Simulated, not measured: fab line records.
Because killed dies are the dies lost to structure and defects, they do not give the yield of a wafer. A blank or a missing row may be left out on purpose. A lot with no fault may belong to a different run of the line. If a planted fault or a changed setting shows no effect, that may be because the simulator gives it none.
Chamber matching / flow gf180mcu / 4 sister chambers for GF_STI_CMP_25 on cmp-01
The step polishes, stops on Si3N4, t overpolish 33 s, target thk 524.6 nm. 4 wafers are shown with their chamber, then 7 later ones without.

## EACH WAFER AND ITS CHAMBER
wafer=L969.4; chamber=3; motor-current-A (A)=11.0
wafer=L969.6; chamber=0; motor-current-A (A)=11.3
wafer=L972.2; chamber=1; motor-current-A (A)=13.2
wafer=L972.3; chamber=2; motor-current-A (A)=12.5

## WAFERS MISSING THEIR CHAMBER
wafer=L972.4; motor-current-A (A)=11.9
wafer=L976.2; motor-current-A (A)=10.8
wafer=L976.3; motor-current-A (A)=12.9
wafer=L976.6; motor-current-A (A)=11.2
wafer=L977.1; motor-current-A (A)=11.4
wafer=L977.2; motor-current-A (A)=12.5
wafer=L977.3; motor-current-A (A)=12.1

## EACH ONE'S CHAMBER
wafer=L972.4; from the rows above=can't be placed: 0 or 2 or 3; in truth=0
wafer=L976.2; from the rows above=can't be placed: 3 or 0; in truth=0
wafer=L976.3; from the rows above=can't be placed: 1 or 2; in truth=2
wafer=L976.6; from the rows above=can't be placed: 0 or 3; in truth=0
wafer=L977.1; from the rows above=can't be placed: 0 or 3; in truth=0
wafer=L977.2; from the rows above=2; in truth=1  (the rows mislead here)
wafer=L977.3; from the rows above=can't be placed: 2 or 0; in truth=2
Correctly placed: 0 of 7. These rows do not allow placing 6 (true chamber among the candidates in 6). 1 placed wrongly.
How it was worked out, from the rows above alone: a wafer's distance from a chamber is the root of the sum, over the readings, of the square of ((its reading less the chamber's mean) divided by the reading's scatter). The wafer belongs to the nearest chamber; if the next one is less than 2 further off, it can't be placed. A chamber's mean is the mean of its shown wafers. The scatter: root of mean squared gap, hidden wafer to nearest shown wafer, with one shown wafer a chamber.
